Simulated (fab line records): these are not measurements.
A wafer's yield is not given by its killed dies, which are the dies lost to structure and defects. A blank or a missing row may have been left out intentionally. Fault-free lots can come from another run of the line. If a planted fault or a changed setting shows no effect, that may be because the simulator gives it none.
fab line records :: flow gf180mcu
record:
  lots: 6
  wafers: 16
  last-day: 34
route steps=602 shown M4@466 V4@476
lots untouched by any fault: they come from a run of this same line in which no faults occurred
start-h: start of the lot's first displayed wafer, in hours after the record's first day :: wait-h: hours elapsed since this lot's preceding step :: " the same as in the row above :: L1.1+2: a row that stands for several wafers :: - no value, or no start was given :: * or withheld: withheld :: < > ~ a bound
route shown NAME@n: a module of which the file shows steps, and the number in the route of the first :: usual: mean and standard deviation over wafers with no fault :: same: alike in all rows :: chamber/n: place in a boat :: sites: per-site readings :: _std_site: how widely they spread, as a standard deviation :: _edge_site: the outer-site mean with the inner-site mean subtracted :: radius-mm: how far each site lies from the wafer's centre :: mask NAME#n: copy n :: behind: tool/chamber where the wafer was last shaped :: hold: the reason the lot was held/the length of the hold in hours/how it ended :: device: names the non-switching transistor (n, p or np) :: end of line: the route-end tests of the same wafers :: step lacking rows: just its recipe :: killed: at the first sort, the dies lost to defects and structure; wafer yield is something else :: map: shows each die of a wafer: x if killed, . if not, _ if none is there
set.NAME: the setting the step ran with; set.NAME@STEP: the setting that earlier step ran with :: model.NAME: the simulator's own value behind a step, which no gauge read
lots seen at some steps along the route; tables by step, rows by wafer
services: a tool's chamber out of use, with start hour (start-h, from the record's first day; less than 0 if before it), hours out, and reason
== steps ==
step: GF_M4_SOFTBAKE_10
recipe:
  temp-c: 130
  time-s: 60
  resist: KrF
step: GF_M4_EXPOSE_11
recipe:
  mask-id: Metal4
  target-cd-nm: 280
  na: 0.68
  source-shape: conventional
  sigma-outer: 0.6
  dose-mj: 28
step: GF_M4_PEB_12
recipe:
  peb-temp-c: 135
  peb-time-s: 90
  resist: KrF
step: GF_M4_DEVELOP_13
recipe:
  develop-time-s: 60
  dev-temp-c: 21
step: GF_M4_CD_MEAS_14
recipe:
  target-cd-nm: 280
usual:
  cd-nm: 279.6/1.4
lot.wafer: L123.1
tool: cd-sem-01
chamber: -
start-h: 548.35
wait-h: 0.1
cd-nm: 278.6

lot.wafer: L123.2
tool: cd-sem-01
chamber: -
start-h: 548.35
wait-h: 0.1
cd-nm: 277.8

lot.wafer: L123.4
tool: cd-sem-01
chamber: -
start-h: 548.35
wait-h: 0.1
cd-nm: 277.7

lot.wafer: L128.1
tool: cd-sem-02
chamber: -
start-h: 618.70
wait-h: 0.1
cd-nm: 279.0

lot.wafer: L128.5
tool: cd-sem-02
chamber: -
start-h: 618.70
wait-h: 0.1
cd-nm: 279.0

lot.wafer: L128.6
tool: cd-sem-02
chamber: -
start-h: 618.70
wait-h: 0.1
cd-nm: 279.1

lot.wafer: L135.1
tool: cd-sem-01
chamber: -
start-h: 649.80
wait-h: 0.1
cd-nm: 281.2

lot.wafer: L135.4
tool: cd-sem-01
chamber: -
start-h: 649.80
wait-h: 0.1
cd-nm: 280.6

lot.wafer: L136.2
tool: cd-sem-02
chamber: -
start-h: 664.95
wait-h: 0.1
cd-nm: 278.5

lot.wafer: L136.3
tool: cd-sem-02
chamber: -
start-h: 664.95
wait-h: 0.1
cd-nm: 277.4

lot.wafer: L136.5
tool: cd-sem-02
chamber: -
start-h: 664.95
wait-h: 0.1
cd-nm: 277.5

lot.wafer: L140.3
tool: cd-sem-02
chamber: -
start-h: 681.89
wait-h: 0.1
cd-nm: 279.8

lot.wafer: L140.4
tool: cd-sem-02
chamber: -
start-h: 681.89
wait-h: 0.1
cd-nm: 279.4

lot.wafer: L145.3
tool: cd-sem-01
chamber: -
start-h: 718.14
wait-h: 0.1
cd-nm: 280.7

lot.wafer: L145.4
tool: cd-sem-01
chamber: -
start-h: 718.14
wait-h: 0.1
cd-nm: 281.5

lot.wafer: L145.5
tool: cd-sem-01
chamber: -
start-h: 718.14
wait-h: 0.1
cd-nm: 280.4
step: GF_M4_OVL_MEAS_15
usual:
  M4_OVL: 5/5.5
lot.wafer: L123.1
tool: overlay-02
chamber: -
start-h: 548.47
wait-h: 0.1
M4_OVL[nm]: -1

lot.wafer: L123.2
tool: overlay-02
chamber: -
start-h: 548.47
wait-h: 0.1
M4_OVL[nm]: 5

lot.wafer: L123.4
tool: overlay-02
chamber: -
start-h: 548.47
wait-h: 0.1
M4_OVL[nm]: 7

lot.wafer: L128.1
tool: overlay-02
chamber: -
start-h: 618.82
wait-h: 0.1
M4_OVL[nm]: -2

lot.wafer: L128.5
tool: overlay-02
chamber: -
start-h: 618.82
wait-h: 0.1
M4_OVL[nm]: 2

lot.wafer: L128.6
tool: overlay-02
chamber: -
start-h: 618.82
wait-h: 0.1
M4_OVL[nm]: 9

lot.wafer: L135.1
tool: overlay-01
chamber: -
start-h: 649.92
wait-h: 0.1
M4_OVL[nm]: -2

lot.wafer: L135.4
tool: overlay-01
chamber: -
start-h: 649.92
wait-h: 0.1
M4_OVL[nm]: 6

lot.wafer: L136.2
tool: overlay-02
chamber: -
start-h: 665.06
wait-h: 0.1
M4_OVL[nm]: 4

lot.wafer: L136.3
tool: overlay-02
chamber: -
start-h: 665.06
wait-h: 0.1
M4_OVL[nm]: 9

lot.wafer: L136.5
tool: overlay-02
chamber: -
start-h: 665.06
wait-h: 0.1
M4_OVL[nm]: 7

lot.wafer: L140.3
tool: overlay-01
chamber: -
start-h: 681.98
wait-h: 0.1
M4_OVL[nm]: 12

lot.wafer: L140.4
tool: overlay-01
chamber: -
start-h: 681.98
wait-h: 0.1
M4_OVL[nm]: 8

lot.wafer: L145.3
tool: overlay-01
chamber: -
start-h: 718.23
wait-h: 0.1
M4_OVL[nm]: 3

lot.wafer: L145.4
tool: overlay-01
chamber: -
start-h: 718.23
wait-h: 0.1
M4_OVL[nm]: -3

lot.wafer: L145.5
tool: overlay-01
chamber: -
start-h: 718.23
wait-h: 0.1
M4_OVL[nm]: 5
step: GF_M4_METAL_ETCH_16
recipe:
  chemistry: Cl2/BCl3
  mask-material: KrF
  target-depth-nm: 750.8
  stop-on: SiO2
  pressure-mtorr: 8
  icp-w: 800
  bias-w: 140
  Cl2_flow_sccm: 80
  bcl3-flow-sccm: 40
  time-s: 125.1
usual:
  drypump-motor-current-A: 6.0/0.41
  oes-product-au: 0.990/0.006
  throttle-valve-pct: 28.230/0.011
lot.wafer: L123.1
tool: rie-metal-03
chamber: 1
start-h: 548.51
wait-h: 0.0
drypump-motor-current-A: 6.0
oes-product-au: 0.987
rf-hours-counter-h: 5
throttle-valve-pct: 28.241

lot.wafer: L123.2
tool: rie-metal-03
chamber: 0
start-h: 548.51
wait-h: 0.0
drypump-motor-current-A: 6.1
oes-product-au: 0.992
rf-hours-counter-h: 1
throttle-valve-pct: 28.234

lot.wafer: L123.4
tool: rie-metal-03
chamber: 0
start-h: 548.51
wait-h: 0.0
drypump-motor-current-A: 6.1
oes-product-au: 0.997
rf-hours-counter-h: -
throttle-valve-pct: 28.238

lot.wafer: L128.1
tool: rie-metal-01
chamber: 1
start-h: 618.85
wait-h: 0.0
drypump-motor-current-A: 4.7
oes-product-au: 0.997
rf-hours-counter-h: 11
throttle-valve-pct: 28.224

lot.wafer: L128.5
tool: rie-metal-01
chamber: 1
start-h: 618.85
wait-h: 0.0
drypump-motor-current-A: 4.7
oes-product-au: 0.990
rf-hours-counter-h: -
throttle-valve-pct: 28.245

lot.wafer: L128.6
tool: rie-metal-01
chamber: 0
start-h: 618.85
wait-h: 0.0
drypump-motor-current-A: 6.1
oes-product-au: 0.994
rf-hours-counter-h: -
throttle-valve-pct: 28.214

lot.wafer: L135.1
tool: rie-metal-01
chamber: 0
start-h: 649.96
wait-h: 0.0
drypump-motor-current-A: 6.1
oes-product-au: 1.002
rf-hours-counter-h: 7
throttle-valve-pct: 28.225

lot.wafer: L135.4
tool: rie-metal-01
chamber: 0
start-h: 649.96
wait-h: 0.0
drypump-motor-current-A: 6.1
oes-product-au: 0.997
rf-hours-counter-h: -
throttle-valve-pct: 28.217

lot.wafer: L136.2
tool: rie-metal-03
chamber: 1
start-h: 665.09
wait-h: 0.0
drypump-motor-current-A: 6.1
oes-product-au: 0.997
rf-hours-counter-h: 9
throttle-valve-pct: 28.233

lot.wafer: L136.3
tool: rie-metal-03
chamber: 1
start-h: 665.09
wait-h: 0.0
drypump-motor-current-A: 6.1
oes-product-au: 0.994
rf-hours-counter-h: -
throttle-valve-pct: 28.245

lot.wafer: L136.5
tool: rie-metal-03
chamber: 0
start-h: 665.09
wait-h: 0.0
drypump-motor-current-A: 6.1
oes-product-au: 0.978
rf-hours-counter-h: -
throttle-valve-pct: 28.249

lot.wafer: L140.3
tool: rie-metal-03
chamber: 1
start-h: 682.05
wait-h: 0.1
drypump-motor-current-A: 6.1
oes-product-au: 0.992
rf-hours-counter-h: -
throttle-valve-pct: 28.227

lot.wafer: L140.4
tool: rie-metal-03
chamber: 0
start-h: 682.05
wait-h: 0.1
drypump-motor-current-A: 6.1
oes-product-au: 0.993
rf-hours-counter-h: -
throttle-valve-pct: 28.251

lot.wafer: L145.3
tool: rie-metal-02
chamber: 1
start-h: 718.30
wait-h: 0.1
drypump-motor-current-A: 6.5
oes-product-au: 0.985
rf-hours-counter-h: -
throttle-valve-pct: 28.248

lot.wafer: L145.4
tool: rie-metal-02
chamber: 0
start-h: 718.30
wait-h: 0.1
drypump-motor-current-A: 6.0
oes-product-au: 0.985
rf-hours-counter-h: -
throttle-valve-pct: 28.245

lot.wafer: L145.5
tool: rie-metal-02
chamber: 1
start-h: 718.30
wait-h: 0.1
drypump-motor-current-A: 6.4
oes-product-au: 0.987
rf-hours-counter-h: -
throttle-valve-pct: 28.205
step: GF_M4_STRIP_17
recipe:
  chemistry: O2/N2
  power-w: 1400
  pressure-mtorr: 1500
  platen-temp-c: 250
  o2-flow-sccm: 3000
  n2-flow-sccm: 300
  overash-fraction: 0.5
usual:
  drypump-motor-current-A: 5.4/0.47
  heater-power-w: 330/56
  oes-product-au: 0.538/0.0047
  platen-temp-c: 249.98/0.16
  strip-time-to-endpoint-s: 7.39/0.05
lot.wafer: L123.1
tool: plasma-asher-03
chamber: 1
start-h: 548.64
wait-h: 0.1
drypump-motor-current-A: 5.5
heater-power-w: 316
oes-product-au: 0.532
platen-temp-c: 249.68
rf-hours-counter-h: 12
strip-time-to-endpoint-s: 7.42

lot.wafer: L123.2
tool: plasma-asher-03
chamber: 0
start-h: 548.64
wait-h: 0.1
drypump-motor-current-A: 5.7
heater-power-w: 422
oes-product-au: 0.543
platen-temp-c: 249.92
rf-hours-counter-h: 12
strip-time-to-endpoint-s: 7.41

lot.wafer: L123.4
tool: plasma-asher-03
chamber: 1
start-h: 548.64
wait-h: 0.1
drypump-motor-current-A: 5.5
heater-power-w: 318
oes-product-au: 0.543
platen-temp-c: 249.77
rf-hours-counter-h: -
strip-time-to-endpoint-s: 7.39

lot.wafer: L128.1
tool: plasma-asher-03
chamber: 0
start-h: 618.98
wait-h: 0.1
drypump-motor-current-A: 5.7
heater-power-w: 434
oes-product-au: 0.543
platen-temp-c: 250.13
rf-hours-counter-h: 20
strip-time-to-endpoint-s: 7.43

lot.wafer: L128.5
tool: plasma-asher-03
chamber: 0
start-h: 618.98
wait-h: 0.1
drypump-motor-current-A: 5.7
heater-power-w: 431
oes-product-au: 0.533
platen-temp-c: 250.07
rf-hours-counter-h: -
strip-time-to-endpoint-s: 7.43

lot.wafer: L128.6
tool: plasma-asher-03
chamber: 1
start-h: 618.98
wait-h: 0.1
drypump-motor-current-A: 5.5
heater-power-w: 317
oes-product-au: 0.536
platen-temp-c: 250.26
rf-hours-counter-h: -
strip-time-to-endpoint-s: 7.36

lot.wafer: L135.1
tool: plasma-asher-01
chamber: 1
start-h: 650.09
wait-h: 0.1
drypump-motor-current-A: 5.7
heater-power-w: 264
oes-product-au: 0.533
platen-temp-c: 250.29
rf-hours-counter-h: 52
strip-time-to-endpoint-s: 7.36

lot.wafer: L135.4
tool: plasma-asher-01
chamber: 1
start-h: 650.09
wait-h: 0.1
drypump-motor-current-A: 5.7
heater-power-w: 264
oes-product-au: 0.537
platen-temp-c: 250.17
rf-hours-counter-h: -
strip-time-to-endpoint-s: 7.33

lot.wafer: L136.2
tool: plasma-asher-01
chamber: 0
start-h: 665.22
wait-h: 0.1
drypump-motor-current-A: 4.8
heater-power-w: 322
oes-product-au: 0.546
platen-temp-c: 249.96
rf-hours-counter-h: 54
strip-time-to-endpoint-s: 7.41

lot.wafer: L136.3
tool: plasma-asher-01
chamber: 0
start-h: 665.22
wait-h: 0.1
drypump-motor-current-A: 4.8
heater-power-w: 334
oes-product-au: 0.543
platen-temp-c: 250.13
rf-hours-counter-h: -
strip-time-to-endpoint-s: 7.40

lot.wafer: L136.5
tool: plasma-asher-01
chamber: 0
start-h: 665.22
wait-h: 0.1
drypump-motor-current-A: 4.8
heater-power-w: 329
oes-product-au: 0.539
platen-temp-c: 250.06
rf-hours-counter-h: -
strip-time-to-endpoint-s: 7.45

lot.wafer: L140.3
tool: plasma-asher-03
chamber: 1
start-h: 682.17
wait-h: 0.1
drypump-motor-current-A: 5.5
heater-power-w: 320
oes-product-au: 0.541
platen-temp-c: 250.09
rf-hours-counter-h: -
strip-time-to-endpoint-s: 7.39

lot.wafer: L140.4
tool: plasma-asher-03
chamber: 0
start-h: 682.17
wait-h: 0.1
drypump-motor-current-A: 5.7
heater-power-w: 442
oes-product-au: 0.547
platen-temp-c: 250.08
rf-hours-counter-h: -
strip-time-to-endpoint-s: 7.44

lot.wafer: L145.3
tool: plasma-asher-03
chamber: 0
start-h: 718.42
wait-h: 0.1
drypump-motor-current-A: 5.8
heater-power-w: 445
oes-product-au: 0.538
platen-temp-c: 250.04
rf-hours-counter-h: -
strip-time-to-endpoint-s: 7.46

lot.wafer: L145.4
tool: plasma-asher-03
chamber: 1
start-h: 718.42
wait-h: 0.1
drypump-motor-current-A: 5.5
heater-power-w: 317
oes-product-au: 0.536
platen-temp-c: 249.77
rf-hours-counter-h: -
strip-time-to-endpoint-s: 7.49

lot.wafer: L145.5
tool: plasma-asher-03
chamber: 0
start-h: 718.42
wait-h: 0.1
drypump-motor-current-A: 5.7
heater-power-w: 435
oes-product-au: 0.539
platen-temp-c: 249.94
rf-hours-counter-h: -
strip-time-to-endpoint-s: 7.46
step: GF_M4_STRIP_18
recipe:
  chemistry: post-etch-residue-remover
  time-s: 1200
  temp-c: 72.5
step: GF_M4_CLEAN_19
recipe:
  chemistry: DIW
  dry: n2-spin
step: GF_V4_CVD_00
recipe:
  material: SiO2
  target-thk-nm: 600
  sigma-open-frac: 0.3
  temp-c: 400
  time-s: 100
  sih4-flow-sccm: 60
  pressure-mtorr: 6
step: GF_V4_THK_MEAS_01
recipe:
  reads: SiO2_of_V4_CVD_00
usual:
  V4_CVD_00_THK: 601/6.3
lot.wafer: L123.1
tool: film-metro-03
chamber: -
start-h: 549.24
wait-h: 0.0
V4_CVD_00_THK[nm]: 606

lot.wafer: L123.2
tool: film-metro-03
chamber: -
start-h: 549.24
wait-h: 0.0
V4_CVD_00_THK[nm]: 600

lot.wafer: L123.4
tool: film-metro-03
chamber: -
start-h: 549.24
wait-h: 0.0
V4_CVD_00_THK[nm]: 589

lot.wafer: L128.1
tool: film-metro-04
chamber: -
start-h: 619.60
wait-h: 0.0
V4_CVD_00_THK[nm]: 597

lot.wafer: L128.5
tool: film-metro-04
chamber: -
start-h: 619.60
wait-h: 0.0
V4_CVD_00_THK[nm]: 603

lot.wafer: L128.6
tool: film-metro-04
chamber: -
start-h: 619.60
wait-h: 0.0
V4_CVD_00_THK[nm]: 602

lot.wafer: L135.1
tool: film-metro-04
chamber: -
start-h: 650.69
wait-h: 0.0
V4_CVD_00_THK[nm]: 600

lot.wafer: L135.4
tool: film-metro-04
chamber: -
start-h: 650.69
wait-h: 0.0
V4_CVD_00_THK[nm]: 599

lot.wafer: L136.2
tool: film-metro-04
chamber: -
start-h: 665.84
wait-h: 0.0
V4_CVD_00_THK[nm]: 595

lot.wafer: L136.3
tool: film-metro-04
chamber: -
start-h: 665.84
wait-h: 0.0
V4_CVD_00_THK[nm]: 612

lot.wafer: L136.5
tool: film-metro-04
chamber: -
start-h: 665.84
wait-h: 0.0
V4_CVD_00_THK[nm]: 602

lot.wafer: L140.3
tool: film-metro-03
chamber: -
start-h: 682.80
wait-h: 0.1
V4_CVD_00_THK[nm]: 592

lot.wafer: L140.4
tool: film-metro-03
chamber: -
start-h: 682.80
wait-h: 0.1
V4_CVD_00_THK[nm]: 590

lot.wafer: L145.3
tool: film-metro-02
chamber: -
start-h: 719.10
wait-h: 0.1
V4_CVD_00_THK[nm]: 610

lot.wafer: L145.4
tool: film-metro-02
chamber: -
start-h: 719.10
wait-h: 0.1
V4_CVD_00_THK[nm]: 615

lot.wafer: L145.5
tool: film-metro-02
chamber: -
start-h: 719.10
wait-h: 0.1
V4_CVD_00_THK[nm]: 597
step: GF_V4_CVD_02
recipe:
  material: SiO2
  target-thk-nm: 850
  precursor: TEOS
  temp-c: 400
  time-s: 94.851
  rf-w: 600
usual:
  heater-power-w: 667/96
lot.wafer: L123.1
tool: pecvd-02
chamber: 2
start-h: 549.30
wait-h: 0.1
heater-power-w: 634
model.SiO2_of_V4_CVD_02.thk-nm: 825.7

lot.wafer: L123.2
tool: pecvd-02
chamber: 0
start-h: 549.30
wait-h: 0.1
heater-power-w: 543
model.SiO2_of_V4_CVD_02.thk-nm: 834.4

lot.wafer: L123.4
tool: pecvd-02
chamber: 2
start-h: 549.30
wait-h: 0.1
heater-power-w: 699
model.SiO2_of_V4_CVD_02.thk-nm: 834.1

lot.wafer: L128.1
tool: pecvd-03
chamber: 0
start-h: 619.66
wait-h: 0.1
heater-power-w: 628
model.SiO2_of_V4_CVD_02.thk-nm: 843.5

lot.wafer: L128.5
tool: pecvd-03
chamber: 1
start-h: 619.66
wait-h: 0.1
heater-power-w: 626
model.SiO2_of_V4_CVD_02.thk-nm: 846.8

lot.wafer: L128.6
tool: pecvd-03
chamber: 0
start-h: 619.66
wait-h: 0.1
heater-power-w: 504
model.SiO2_of_V4_CVD_02.thk-nm: 858.6

lot.wafer: L135.1
tool: pecvd-02
chamber: 2
start-h: 650.75
wait-h: 0.1
heater-power-w: 626
model.SiO2_of_V4_CVD_02.thk-nm: 693.7

lot.wafer: L135.4
tool: pecvd-02
chamber: 2
start-h: 650.75
wait-h: 0.1
heater-power-w: 677
model.SiO2_of_V4_CVD_02.thk-nm: 708.5

lot.wafer: L136.2
tool: pecvd-03
chamber: 0
start-h: 665.89
wait-h: 0.0
heater-power-w: 575
model.SiO2_of_V4_CVD_02.thk-nm: 833.7

lot.wafer: L136.3
tool: pecvd-03
chamber: 2
start-h: 665.89
wait-h: 0.0
heater-power-w: 734
model.SiO2_of_V4_CVD_02.thk-nm: 845.5

lot.wafer: L136.5
tool: pecvd-03
chamber: 1
start-h: 665.89
wait-h: 0.0
heater-power-w: 628
model.SiO2_of_V4_CVD_02.thk-nm: 855.6

lot.wafer: L140.3
tool: pecvd-02
chamber: 0
start-h: 682.84
wait-h: 0.0
heater-power-w: 584
model.SiO2_of_V4_CVD_02.thk-nm: 850

lot.wafer: L140.4
tool: pecvd-02
chamber: 1
start-h: 682.84
wait-h: 0.0
heater-power-w: 846
model.SiO2_of_V4_CVD_02.thk-nm: 710.7

lot.wafer: L145.3
tool: pecvd-04
chamber: 2
start-h: 719.14
wait-h: 0.0
heater-power-w: 682
model.SiO2_of_V4_CVD_02.thk-nm: 824.5

lot.wafer: L145.4
tool: pecvd-04
chamber: 2
start-h: 719.14
wait-h: 0.0
heater-power-w: 734
model.SiO2_of_V4_CVD_02.thk-nm: 825

lot.wafer: L145.5
tool: pecvd-04
chamber: 0
start-h: 719.14
wait-h: 0.0
heater-power-w: 619
model.SiO2_of_V4_CVD_02.thk-nm: 838.4
step: GF_V4_THK_MEAS_03
recipe:
  reads: SiO2_of_V4_CVD_02
usual:
  V4_CVD_02_THK: 844/11
lot.wafer: L123.1
tool: film-metro-02
chamber: -
start-h: 549.41
wait-h: 0.1
V4_CVD_02_THK[nm]: 826

lot.wafer: L123.2
tool: film-metro-02
chamber: -
start-h: 549.41
wait-h: 0.1
V4_CVD_02_THK[nm]: 834

lot.wafer: L123.4
tool: film-metro-02
chamber: -
start-h: 549.41
wait-h: 0.1
V4_CVD_02_THK[nm]: 834

lot.wafer: L128.1
tool: film-metro-02
chamber: -
start-h: 619.73
wait-h: 0.0
V4_CVD_02_THK[nm]: 844

lot.wafer: L128.5
tool: film-metro-02
chamber: -
start-h: 619.73
wait-h: 0.0
V4_CVD_02_THK[nm]: 847

lot.wafer: L128.6
tool: film-metro-02
chamber: -
start-h: 619.73
wait-h: 0.0
V4_CVD_02_THK[nm]: 859

lot.wafer: L135.1
tool: film-metro-02
chamber: -
start-h: 650.82
wait-h: 0.0
V4_CVD_02_THK[nm]: 694

lot.wafer: L135.4
tool: film-metro-02
chamber: -
start-h: 650.82
wait-h: 0.0
V4_CVD_02_THK[nm]: 709

lot.wafer: L136.2
tool: film-metro-02
chamber: -
start-h: 665.97
wait-h: 0.0
V4_CVD_02_THK[nm]: 834

lot.wafer: L136.3
tool: film-metro-02
chamber: -
start-h: 665.97
wait-h: 0.0
V4_CVD_02_THK[nm]: 846

lot.wafer: L136.5
tool: film-metro-02
chamber: -
start-h: 665.97
wait-h: 0.0
V4_CVD_02_THK[nm]: 856

lot.wafer: L140.3
tool: film-metro-04
chamber: -
start-h: 682.94
wait-h: 0.1
V4_CVD_02_THK[nm]: 850

lot.wafer: L140.4
tool: film-metro-04
chamber: -
start-h: 682.94
wait-h: 0.1
V4_CVD_02_THK[nm]: 710

lot.wafer: L145.3
tool: film-metro-03
chamber: -
start-h: 719.23
wait-h: 0.1
V4_CVD_02_THK[nm]: 825

lot.wafer: L145.4
tool: film-metro-03
chamber: -
start-h: 719.23
wait-h: 0.1
V4_CVD_02_THK[nm]: 825

lot.wafer: L145.5
tool: film-metro-03
chamber: -
start-h: 719.23
wait-h: 0.1
V4_CVD_02_THK[nm]: 838
step: GF_V4_CMP_04
recipe:
  material: SiO2
  down-force-psi: 4
  platen-rpm: 60
  pad-velocity-m-s: 0.94248
usual:
  head-pressure-psi: 4.000/0.009
  motor-current-A: 11.8/0.9
  time-to-endpoint-s: 78/5.5
lot.wafer: L123.4
tool: cmp-01
chamber: 3
start-h: 549.47
wait-h: 0.0
head-pressure-psi: 3.989
motor-current-A: 13.0
time-to-endpoint-s: 77

lot.wafer: L123.2
tool: cmp-01
chamber: 1
start-h: 549.47
wait-h: 0.0
head-pressure-psi: 4.007
motor-current-A: 10.3
time-to-endpoint-s: 82

lot.wafer: L123.1
tool: cmp-01
chamber: 2
start-h: 549.47
wait-h: 0.0
head-pressure-psi: 3.997
motor-current-A: 11.6
time-to-endpoint-s: 72

lot.wafer: L128.1
tool: cmp-01
chamber: 2
start-h: 619.79
wait-h: 0.1
head-pressure-psi: 3.987
motor-current-A: 11.9
time-to-endpoint-s: 74

lot.wafer: L128.6
tool: cmp-01
chamber: 2
start-h: 619.79
wait-h: 0.1
head-pressure-psi: 3.990
motor-current-A: 11.3
time-to-endpoint-s: 80

lot.wafer: L128.5
tool: cmp-01
chamber: 3
start-h: 619.79
wait-h: 0.1
head-pressure-psi: 4.022
motor-current-A: 12.7
time-to-endpoint-s: 72

lot.wafer: L135.1
tool: cmp-01
chamber: 2
start-h: 650.93
wait-h: 0.1
head-pressure-psi: 4.008
motor-current-A: 11.3
time-to-endpoint-s: 19

lot.wafer: L135.4
tool: cmp-01
chamber: 3
start-h: 650.93
wait-h: 0.1
head-pressure-psi: 3.988
motor-current-A: 13.3
time-to-endpoint-s: 25

lot.wafer: L136.3
tool: cmp-02
chamber: 3
start-h: 666.26
wait-h: 0.3
head-pressure-psi: 4.010
motor-current-A: 10.7
time-to-endpoint-s: 76

lot.wafer: L136.2
tool: cmp-02
chamber: 0
start-h: 666.26
wait-h: 0.3
head-pressure-psi: 4.006
motor-current-A: 11.2
time-to-endpoint-s: 74

lot.wafer: L136.5
tool: cmp-02
chamber: 3
start-h: 666.26
wait-h: 0.3
head-pressure-psi: 4.006
motor-current-A: 10.8
time-to-endpoint-s: 79

lot.wafer: L140.3
tool: cmp-01
chamber: 3
start-h: 683.45
wait-h: 0.5
head-pressure-psi: 3.999
motor-current-A: 12.6
time-to-endpoint-s: 78

lot.wafer: L140.4
tool: cmp-01
chamber: 0
start-h: 683.45
wait-h: 0.5
head-pressure-psi: 4.002
motor-current-A: 11.3
time-to-endpoint-s: 27

lot.wafer: L145.3
tool: cmp-02
chamber: 2
start-h: 719.27
wait-h: 0.0
head-pressure-psi: 4.012
motor-current-A: 12.3
time-to-endpoint-s: 70

lot.wafer: L145.4
tool: cmp-02
chamber: 3
start-h: 719.27
wait-h: 0.0
head-pressure-psi: 3.991
motor-current-A: 10.5
time-to-endpoint-s: 68

lot.wafer: L145.5
tool: cmp-02
chamber: 3
start-h: 719.27
wait-h: 0.0
head-pressure-psi: 3.998
motor-current-A: 10.8
time-to-endpoint-s: 73
step: GF_V4_BOW_MEAS_05
recipe:
  mode: bow
usual:
  V4_BOW: 136/9.8
lot.wafer: L123.1
tool: film-metro-04
chamber: -
start-h: 549.77
wait-h: 0.1
V4_BOW[um]: 144

lot.wafer: L123.2
tool: film-metro-04
chamber: -
start-h: 549.77
wait-h: 0.1
V4_BOW[um]: 150

lot.wafer: L123.4
tool: film-metro-04
chamber: -
start-h: 549.77
wait-h: 0.1
V4_BOW[um]: 134

lot.wafer: L128.1
tool: film-metro-02
chamber: -
start-h: 620.09
wait-h: 0.2
V4_BOW[um]: 115

lot.wafer: L128.5
tool: film-metro-02
chamber: -
start-h: 620.09
wait-h: 0.2
V4_BOW[um]: 141

lot.wafer: L128.6
tool: film-metro-02
chamber: -
start-h: 620.09
wait-h: 0.2
V4_BOW[um]: 132

lot.wafer: L135.1
tool: film-metro-02
chamber: -
start-h: 651.18
wait-h: 0.2
V4_BOW[um]: 152

lot.wafer: L135.4
tool: film-metro-02
chamber: -
start-h: 651.18
wait-h: 0.2
V4_BOW[um]: 148

lot.wafer: L136.2
tool: film-metro-02
chamber: -
start-h: 666.53
wait-h: 0.2
V4_BOW[um]: 131

lot.wafer: L136.3
tool: film-metro-02
chamber: -
start-h: 666.53
wait-h: 0.2
V4_BOW[um]: 136

lot.wafer: L136.5
tool: film-metro-02
chamber: -
start-h: 666.53
wait-h: 0.2
V4_BOW[um]: 124

lot.wafer: L140.3
tool: film-metro-03
chamber: -
start-h: 683.74
wait-h: 0.2
V4_BOW[um]: 151

lot.wafer: L140.4
tool: film-metro-03
chamber: -
start-h: 683.74
wait-h: 0.2
V4_BOW[um]: 124

lot.wafer: L145.3
tool: film-metro-02
chamber: -
start-h: 719.61
wait-h: 0.3
V4_BOW[um]: 128

lot.wafer: L145.4
tool: film-metro-02
chamber: -
start-h: 719.61
wait-h: 0.3
V4_BOW[um]: 134

lot.wafer: L145.5
tool: film-metro-02
chamber: -
start-h: 719.61
wait-h: 0.3
V4_BOW[um]: 126
== services ==
tool: cmp-01
chamber: -
start-h: 527.03
hours: 1.0
kind: repair

tool: rie-metal-02
chamber: -
start-h: 536.59
hours: 2.8
kind: pm

tool: pecvd-02
chamber: 1
start-h: 543.44
hours: 8.2
kind: repair

tool: pecvd-03
chamber: 0
start-h: 554.94
hours: -
kind: calibration

tool: cmp-02
chamber: -
start-h: 561.06
hours: 11.1
kind: pm

tool: cmp-02
chamber: -
start-h: 572.69
hours: 4.0
kind: pm

tool: cmp-02
chamber: -
start-h: 576.69
hours: -
kind: consumable-replace:conditioner

tool: cmp-02
chamber: -
start-h: 576.69
hours: -
kind: consumable-replace:pad

tool: pecvd-04
chamber: 1
start-h: 584.05
hours: 9.6
kind: repair

tool: cmp-02
chamber: -
start-h: 589.84
hours: 4.5
kind: pm

tool: pecvd-03
chamber: -
start-h: 591.12
hours: 14.0
kind: pm

tool: cmp-01
chamber: -
start-h: 620.22
hours: 0.8
kind: repair

tool: cmp-01
chamber: -
start-h: 627.69
hours: 1.4
kind: repair

tool: pecvd-04
chamber: -
start-h: 631.64
hours: 5.5
kind: pm

tool: pecvd-03
chamber: 0
start-h: 646.17
hours: 5.5
kind: repair

tool: rie-metal-02
chamber: -
start-h: 650.69
hours: 1.7
kind: repair

tool: plasma-asher-01
chamber: -
start-h: 659.66
hours: 0.7
kind: repair

tool: cmp-01
chamber: -
start-h: 659.90
hours: 0.9
kind: repair

tool: cmp-01
chamber: -
start-h: 661.19
hours: 5.1
kind: repair

tool: rie-metal-01
chamber: 1
start-h: 677.43
hours: 17.9
kind: repair

tool: cmp-02
chamber: -
start-h: 680.70
hours: 4.1
kind: repair

tool: pecvd-03
chamber: -
start-h: 693.52
hours: 2.9
kind: repair

tool: pecvd-03
chamber: -
start-h: 699.73
hours: 0.7
kind: repair

tool: plasma-asher-01
chamber: -
start-h: 713.10
hours: 4.4
kind: repair
== key ==
first-sign:
  step: GF_V4_THK_MEAS_03
  reading: V4_CVD_02_THK
  direction: down
  sigmas: 13
  usual: 844
  struck: 704
effect:
  step: GF_V4_CMP_04
  reading: time-to-endpoint-s
  direction: down
  sigmas: 9.9
  usual: *
  struck: *
model-effect:
  step: GF_V4_CVD_02
  value: SiO2_of_V4_CVD_02.thk-nm
  without: 846.2
  struck: 704.3
met-at GF_V4_CVD_02
struck-wafers L135.1,L135.4,L140.4
onset-between 549.30 650.75
fault:
  kind: process-parameter-drift
  tool: pecvd-02
  chamber: -
  onset-h: 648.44
  steps: GF_V4_CVD_02
  channel: target-thk-nm
  offset: -141.55
  shape: step
  end-h: 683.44
  scope: struck-wafers-only
  acts-in: these-recipes-only
  stated: 850
